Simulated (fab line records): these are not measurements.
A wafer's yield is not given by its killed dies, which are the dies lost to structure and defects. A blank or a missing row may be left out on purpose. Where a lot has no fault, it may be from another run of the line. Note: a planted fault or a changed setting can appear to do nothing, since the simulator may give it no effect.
Which tool was responsible? -- flow gf180mcu -- Sampling: 11 lots, 33 wafers, 6 of 602 route steps

## WHAT THE GAUGES READ, wafer by wafer
GF_V1_RS_MEAS_24: uses a four-point probe to measure. Usual: V1_W_RS 0.328 ohm/sq, standard deviation 0.0032.
lot,measured,on,V1_W_RS (ohm/sq),flag
L897,day 19 01:38,film metro-01,0.325 0.330 0.328,
L898,day 19 04:50,film metro-01,0.328 0.327 0.323,
L899,day 19 20:25,film metro-01,0.331 0.327 0.327,
L903,day 21 12:28,film metro-02,0.327 0.329 0.329,
L904,day 21 16:48,film metro-04,0.324 0.331 0.332,
L905,day 22 01:08,film metro-01,0.327 0.329 0.326,
L908,day 23 00:29,film metro-04,0.314 0.330 0.315,
L909,day 23 05:18,film metro-02,0.328 0.312 0.326,
L915,day 25 05:58,film metro-04,0.327 0.328 0.329,
L917,day 26 00:45,film metro-02,0.328 0.329 0.330,
L918,day 26 03:23,film metro-04,0.330 0.335 0.331,

GF_V1_THK_MEAS_25: measures by xrf. Usual: V1_W_THK 344 nm, standard deviation 3.6.
lot,measured,on,V1_W_THK (nm),flag
L897,day 19 01:45,film metro-01,344 343 340,
L898,day 19 04:58,film metro-01,341 343 348,
L899,day 19 20:31,film metro-01,339 343 342,
L903,day 21 12:35,film metro-02,345 342 343,
L904,day 21 16:54,film metro-04,348 341 341,
L905,day 22 01:16,film metro-01,339 339 340,
L908,day 23 00:36,film metro-04,360 343 359,
L909,day 23 05:25,film metro-02,347 365 347,
L915,day 25 06:05,film metro-04,345 345 341,
L917,day 26 00:50,film metro-02,348 347 345,
L918,day 26 03:30,film metro-04,340 335 339,

## TOOL THAT RAN EACH LOT (tool first, then ch and the chambers of the sampled wafers, then the start)
lot,GF_CONTACT_ETCH_16,GF_M1_SPUTTER_03,GF_M1_STRIP_17,GF_V1_CVD_23
L897,"rie diel-04 ch 1,3, day 16 22:49","pvd sputter-02, day 17 00:08","plasma asher-04 ch 0,1, day 17 23:41","cvd w-01 ch 0,1, day 19 01:31"
L898,"rie diel-04 ch 0,2,3, day 17 01:31","pvd sputter-03, day 17 02:49","plasma asher-03 ch 0,1, day 18 02:20","cvd w-01 ch 0,1, day 19 04:43"
L899,"rie diel-04 ch 0,1,3, day 17 16:40","pvd sputter-03, day 17 17:59","plasma asher-03 ch 0,1, day 18 17:38","cvd w-02 ch 0,1, day 19 20:16"
L903,"rie diel-01 ch 0,1,2, day 19 08:55","pvd sputter-04, day 19 10:13","plasma asher-03 ch 0,1, day 20 10:38","cvd w-01 ch 0,1, day 21 12:22"
L904,"rie diel-04 ch 0,2,3, day 19 12:43","pvd sputter-02, day 19 14:01","plasma asher-01 ch 0,1, day 20 14:28","cvd w-02 ch 0,1, day 21 16:41"
L905,"rie diel-01 ch 0,1,2, day 19 21:40","pvd sputter-03, day 19 22:58","plasma asher-04 ch 0,1, day 20 23:16","cvd w-02 ch 0, day 22 01:02"
L908,"rie diel-01 ch 0,2,3, day 20 22:13","pvd sputter-04, day 20 23:31","plasma asher-03 ch 0,1, day 21 23:10","cvd w-01 ch 0,1, day 23 00:22"
L909,"rie diel-01 ch 0,1,3, day 21 03:07","pvd sputter-03, day 21 04:25","plasma asher-04 ch 0,1, day 22 04:08","cvd w-01 ch 0,1, day 23 05:11"
L915,"rie diel-03 ch 0,2,3, day 23 05:25","pvd sputter-04, day 23 06:43","plasma asher-03 ch 0,1, day 24 05:34","cvd w-02 ch 0,1, day 25 05:50"
L917,"rie diel-01 ch 0,1, day 24 02:43","pvd sputter-02, day 24 04:01","plasma asher-04 ch 0,1, day 25 02:05","cvd w-02 ch 0,1, day 26 00:37"
L918,"rie diel-01 ch 0,1,3, day 24 04:37","pvd sputter-04, day 24 06:12","plasma asher-04 ch 0,1, day 25 04:19","cvd w-01 ch 0,1, day 26 03:16"
- GF_CONTACT_ETCH_16: etches BARC in N2/H2.
- GF_M1_SPUTTER_03: material Ti, target thk 10 nm, time 6.7 s.
- GF_M1_STRIP_17: strips in O2/N2.
- GF_V1_CVD_23: deposits W, target thk 350 nm, time 105.05 s.

## AS READ BY THE TOOLS THEMSELVES (means over the sampled wafers that have a number; for cases with no such wafer, the mark the record gives instead)
GF_CONTACT_ETCH_16. Usual: drypump motor current A 5.8 A, standard deviation 0.46; oes product au 0.855 a.u., standard deviation 0.0044; throttle valve pct 13.224 %, standard deviation 0.0082.
lot,tool,drypump motor current A (A),oes product au (a.u.),throttle valve pct (%),flag
L897,rie diel-04,6.5,0.858,13.227,
L898,rie diel-04,5.7,0.852,13.219,
L899,rie diel-04,6.3,0.850,13.223,
L903,rie diel-01,5.9,0.859,13.220,
L904,rie diel-04,5.8,0.851,13.225,
L905,rie diel-01,5.8,0.855,13.224,
L908,rie diel-01,5.8,0.855,13.227,
L909,rie diel-01,5.6,0.852,13.223,
L915,rie diel-03,5.6,0.855,13.227,
L917,rie diel-01,5.7,0.857,13.223,
L918,rie diel-01,5.6,0.856,13.219,

GF_M1_SPUTTER_03. Usual: throttle valve pct at 29.9 %, with a standard deviation of 0.82.
lot,tool,throttle valve pct (%),flag
L897,pvd sputter-02,30.2,
L898,pvd sputter-03,29.8,
L899,pvd sputter-03,30.3,
L903,pvd sputter-04,30.3,
L904,pvd sputter-02,29.9,
L905,pvd sputter-03,29.9,
L908,pvd sputter-04,29.9,
L909,pvd sputter-03,30.2,
L915,pvd sputter-04,29.2,
L917,pvd sputter-02,30.1,
L918,pvd sputter-04,29.3,

GF_M1_STRIP_17. Usual: drypump motor current A 5.6 A, standard deviation 0.35; heater power w 329 W, standard deviation 8.5; oes product au 0.557 a.u., standard deviation 0.0048; strip time to endpoint s 7.86 s, standard deviation 0.044.
lot,tool,drypump motor current A (A),heater power w (W),oes product au (a.u.),strip time to endpoint s (s),flag
L897,plasma asher-04,5.3,336,0.560,7.89,
L898,plasma asher-03,5.9,333,0.558,7.86,
L899,plasma asher-03,5.7,330,0.554,7.81,
L903,plasma asher-03,5.7,336,0.555,7.92,
L904,plasma asher-01,5.4,315,0.559,7.90,
L905,plasma asher-04,5.5,334,0.555,7.86,
L908,plasma asher-03,5.7,332,0.559,7.86,
L909,plasma asher-04,5.3,332,0.553,7.80,
L915,plasma asher-03,5.7,335,0.556,7.82,
L917,plasma asher-04,5.5,339,0.556,7.86,
L918,plasma asher-04,5.5,334,0.558,7.80,

GF_V1_CVD_23. Usual: chamber pressure Torr 40.00 Torr, standard deviation 0.084; heater power outer w 539 W, standard deviation 82; heater power w 865 W, standard deviation 130.
lot,tool,chamber pressure Torr (Torr),heater power outer w (W),heater power w (W),flag
L897,cvd w-01,40.05,537,928,
L898,cvd w-01,39.97,541,931,
L899,cvd w-02,40.06,572,870,
L903,cvd w-01,39.89,526,884,
L904,cvd w-02,39.98,506,776,
L905,cvd w-02,40.01,653,976,
L908,cvd w-01,43.19,523,877,OFF
L909,cvd w-01,41.48,549,947,OFF
L915,cvd w-02,39.98,516,786,
L917,cvd w-02,39.90,587,888,
L918,cvd w-01,40.07,548,946,

## THE ANSWER, worked out from the rows above alone
Rule: a lot counts as off when the mean over its wafers that have a number is more than 3 standard deviations away from the usual mean. A lot without any number at a reading at which 4 lots or more have one is off too. Where the step has rows for the other lots, those lots are counted as sound. Order of review: gauges by route order, followed by the tools' own readings, for which a lot's mean as printed above is used. The first step at which some lot is off is used, and at that step the reading that is off furthest; a lot without a number counts as furthest.
Off: L908, L909, at GF_V1_CVD_23 (chamber pressure Torr).
If a tool, at that step or one of the process steps before it, ran each lot that is off and ran no sound lot following the first of them, it fits. No candidate that was tried fits.

## WHAT HAD BEEN PUT IN BY THE SIMULATOR
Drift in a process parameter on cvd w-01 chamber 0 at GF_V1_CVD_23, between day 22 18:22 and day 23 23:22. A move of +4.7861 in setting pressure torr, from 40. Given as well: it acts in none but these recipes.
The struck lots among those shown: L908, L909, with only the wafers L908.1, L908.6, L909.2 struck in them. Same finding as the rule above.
